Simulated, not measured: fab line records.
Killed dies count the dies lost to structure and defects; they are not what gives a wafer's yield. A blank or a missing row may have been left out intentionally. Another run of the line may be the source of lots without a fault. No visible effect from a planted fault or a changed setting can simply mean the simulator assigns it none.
Comparing a struck lot with a sound one | flow sky130 | 15 steps out of a route of 708
Sound: wafers L704.2, L704.4, L704.6. Struck: wafer L715.1 (L715.3, L715.5, from the same lot, were not struck and are left out); the cause is given at the end.
Order at every step that has rows: each side's tool, ch and its chambers, its first start. Under that, the readings that differ: sound wafers | struck wafers | difference of the means | sigmas: that difference in standard deviations of wafers without a fault.
alike: same words and numbers on both sides, and readings whose means sit less than 2 such deviations apart. not compared: any withheld reading, any reading some wafer has no value for, any bound like >300 that may hide the same value, and any number with overlapping values for which the record gives no deviation.
The two part at a step that has a row with sigmas, a row that says differs or no value, or rows on one side only. When numbers do not overlap yet have no deviation, they are printed without sigmas and do not part them. Lack of a reading on every wafer of one side parts them only where that side has two or more wafers.

SKY_VIA2_BOW_MEAS_03:
  struck on film-metro-01, day 42 13:28; sound on film-metro-01, day 36 07:41
  alike: VIA2_BOW
then, 8 steps without rows for these wafers: SKY_VIA2_DEHYDRATE_04 (time 60 s); SKY_VIA2_HMDS_05 (prime time 60 s); SKY_VIA2_COAT_06 (resist thk 60 nm); SKY_VIA2_COAT_07 (resist thk 450 nm); SKY_VIA2_SOFTBAKE_08 (time 90 s); SKY_VIA2_EXPOSE_09 (exposes mask VIM2, target cd 200 nm); SKY_VIA2_PEB_10; SKY_VIA2_DEVELOP_11 (develop time 60 s).
SKY_VIA2_CD_MEAS_12: target cd 200 nm.
  struck on cd-sem-01, day 43 12:20; sound on cd-sem-01, day 37 09:32
  alike: cd-nm
SKY_VIA2_OVL_MEAS_13:
  struck on overlay-01, day 43 12:27; sound on overlay-01, day 37 09:38
  alike: VIA2_OVL
SKY_VIA2_ETCH_14: etches BARC in N2/H2, stops on SiO2, time 45.9 s, target depth 60 nm.
  sound on rie-diel-03 ch 1,3, day 37 09:40; struck on rie-diel-03 ch 1, day 43 12:29
  reading                | sound                | struck | difference | sigmas
  throttle-valve-pct (%) | 13.237 13.230 13.235 | 13.209 | -0.025     | -3
  alike: bias-w, drypump-motor-current-A, oes-product-au
  not compared: rf-hours-counter-h
SKY_VIA2_ETCH_15: etches SiO2 in C4F8/O2/Ar, stops on TiN, target depth 546 nm, time 84 s.
  sound on rie-diel-03 ch 1,3, day 37 09:42; struck on rie-diel-03 ch 1, day 43 12:32
  reading                                     | sound             | struck | difference | sigmas
  bias-w (W)                                  | 1197 1195 1194    | 1031   | -164       | -44
  model.KrF-thick_of_VIA2_COAT_07.thk-nm (nm) | 286.1 284.1 285.1 | 291.5  | +6.4       |
  alike: oes-product-au
  not compared: rf-hours-counter-h
SKY_VIA2_STRIP_16: strips in O2/N2.
  sound on plasma-asher-03 ch 0,1, day 37 09:46; struck on plasma-asher-01 ch 0, day 43 12:35
  reading                      | sound             | struck | difference | sigmas
  drypump-motor-current-A (A)  | 5.9 5.5 5.4       | 4.7    | -0.9       | -2
  strip-time-to-endpoint-s (s) | 4.067 4.065 4.060 | 4.125  | +0.061     | +2
  alike: oes-product-au
  not compared: rf-hours-counter-h
then, 1 step without rows for these wafers: SKY_PAD_OPEN_PROBE_99.

== WHERE THEY PART ==
At SKY_VIA2_ETCH_14 first; at SKY_VIA2_STRIP_16 last (within this record only).

WHY: what had been put in by the simulator
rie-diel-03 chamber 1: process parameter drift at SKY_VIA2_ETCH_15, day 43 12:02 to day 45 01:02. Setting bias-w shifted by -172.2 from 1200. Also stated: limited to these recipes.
